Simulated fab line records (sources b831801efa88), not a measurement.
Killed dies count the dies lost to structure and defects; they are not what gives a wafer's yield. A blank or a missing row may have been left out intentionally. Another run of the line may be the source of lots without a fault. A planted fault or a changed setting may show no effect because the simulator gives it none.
What tool caused it? -- flow gf180mcu -- Sampling: 12 lots, 36 wafers, 3 of 602 route steps

== WHAT THE GAUGES SHOWED, per wafer ==
GF_STI_THK_MEAS_30. Usual: STI_OXIDATION_02_THK gives 9.89 nm (standard deviation 0.2).
lot,measured,on,STI_OXIDATION_02_THK (nm),flag
L734,day 2 05:53,film-metro-04,10.01 10.23 9.88,
L735,day 2 12:08,film-metro-02,9.97 9.89 9.98,
L736,day 2 18:52,film-metro-04,9.88 9.92 9.83,
L737,day 3 01:49,film-metro-04,9.97 9.84 9.70,
L740,day 3 14:37,film-metro-02,9.46 9.51 9.37,
L743,day 4 05:34,film-metro-01,9.41 9.70 9.59,
L744,day 4 08:56,film-metro-04,9.95 9.95 9.95,
L748,day 5 05:22,film-metro-01,9.70 9.64 9.66,
L750,day 5 16:16,film-metro-02,9.92 9.83 9.98,
L751,day 5 21:53,film-metro-04,10.08 10.06 10.21,
L753,day 6 07:20,film-metro-02,9.66 9.75 9.86,
L756,day 6 22:55,film-metro-04,9.92 10.16 10.07,

GF_VT_IMPLANT_OVL_MEAS_07. Usual: VT_IMPLANT_OVL gives 0.7 nm (standard deviation 1.4).
lot,measured,on,VT_IMPLANT_OVL (nm),flag
L734,day 5 12:52,overlay-02,0.2 -0.1 0.8,
L735,day 5 19:29,overlay-02,1.4 2.9 2.2,
L736,day 6 04:02,overlay-01,0.9 0.1 1.4,
L737,day 6 12:47,overlay-01,0.7 -0.3 2.1,
L740,day 7 05:23,overlay-02,1.7 1.0 1.9,
L743,day 7 23:20,overlay-01,-137.8 -136.4 -137.8,OFF
L744,day 8 02:41,overlay-02,-137.7 -137.7 -138.3,OFF
L748,day 9 03:14,overlay-01,0.8 0.5 1.3,
L750,day 9 17:47,overlay-01,-0.8 -0.4 0.9,
L751,day 9 23:59,overlay-01,-0.9 3.9 0.5,
L753,day 10 11:48,overlay-01,-0.5 -1.5 -0.4,
L756,day 11 05:51,overlay-02,2.7 0.7 0.8,

== TOOL THAT RAN EACH LOT (tool first, then ch and the chambers of the sampled wafers, then the start) ==
lot,GF_VT_IMPLANT_EXPOSE_04
L734,"iline-stepper-01 ch 0, day 5 06:27"
L735,"iline-stepper-02 ch 0, day 5 12:49"
L736,"iline-stepper-01 ch 0, day 5 21:06"
L737,"iline-stepper-02 ch 0, day 6 05:38"
L740,"iline-stepper-02 ch 0, day 6 21:45"
L743,"iline-stepper-01 ch 0, day 7 15:24"
L744,"iline-stepper-01 ch 0, day 7 18:59"
L748,"iline-stepper-02 ch 0, day 8 18:54"
L750,"iline-stepper-02 ch 0, day 9 09:10"
L751,"iline-stepper-02 ch 0, day 9 15:32"
L753,"iline-stepper-02 ch 0, day 10 03:16"
L756,"iline-stepper-02 ch 0, day 10 20:34"
- GF_VT_IMPLANT_EXPOSE_04: exposes mask LVPWELL LV AREA, target cd 600 nm.

== AS READ BY THE TOOLS THEMSELVES (means over the sampled wafers that have a number; for cases with no such wafer, the mark the record gives instead) ==
GF_VT_IMPLANT_EXPOSE_04. Usual: reticle-temp-C 23.02 C, standard deviation 0.12.
lot,tool,reticle-temp-C (C),flag
L734,iline-stepper-01,23.08,
L735,iline-stepper-02,23.24,
L736,iline-stepper-01,22.96,
L737,iline-stepper-02,22.90,
L740,iline-stepper-02,22.99,
L743,iline-stepper-01,23.01,
L744,iline-stepper-01,23.03,
L748,iline-stepper-02,23.25,
L750,iline-stepper-02,22.92,
L751,iline-stepper-02,22.91,
L753,iline-stepper-02,23.09,
L756,iline-stepper-02,22.88,

== THE ANSWER, worked out from the rows above alone ==
Rule: take the mean of a lot's wafers that have a number; if it is more than 3 standard deviations from the usual mean, the lot is off. Also off: a lot with no number at a reading for which 4 or more lots have one. Any other lot the step has rows for is counted as sound. After the gauges, taken in route order, come the tools' own readings; for these a lot's mean is taken, as printed above. At the first step where some lot is off, the reading lying furthest off is the one used; lots without a number count as furthest.
Off: L743, L744, seen at GF_VT_IMPLANT_OVL_MEAS_07 (VT_IMPLANT_OVL).
If a tool, at a process step before that reading, ran all the lots that are off and no sound lot after the first of them, it fits. The gauges at GF_VT_IMPLANT_OVL_MEAS_07 are tried like those tools. One candidate fits, namely iline-stepper-01 at GF_VT_IMPLANT_EXPOSE_04. A fault onset in the window from L736 (day 5 21:06, its last sound lot) to L743 (day 7 15:24, its first lot off) fits.

== WHAT THE SIMULATOR HAD INSERTED ==
Scanner matching overlay: iline-stepper-01, from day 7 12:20 on, at GF_VT_IMPLANT_EXPOSE_04. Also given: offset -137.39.
Shown lots that were struck: L743, L744. This agrees with what the rule above found.
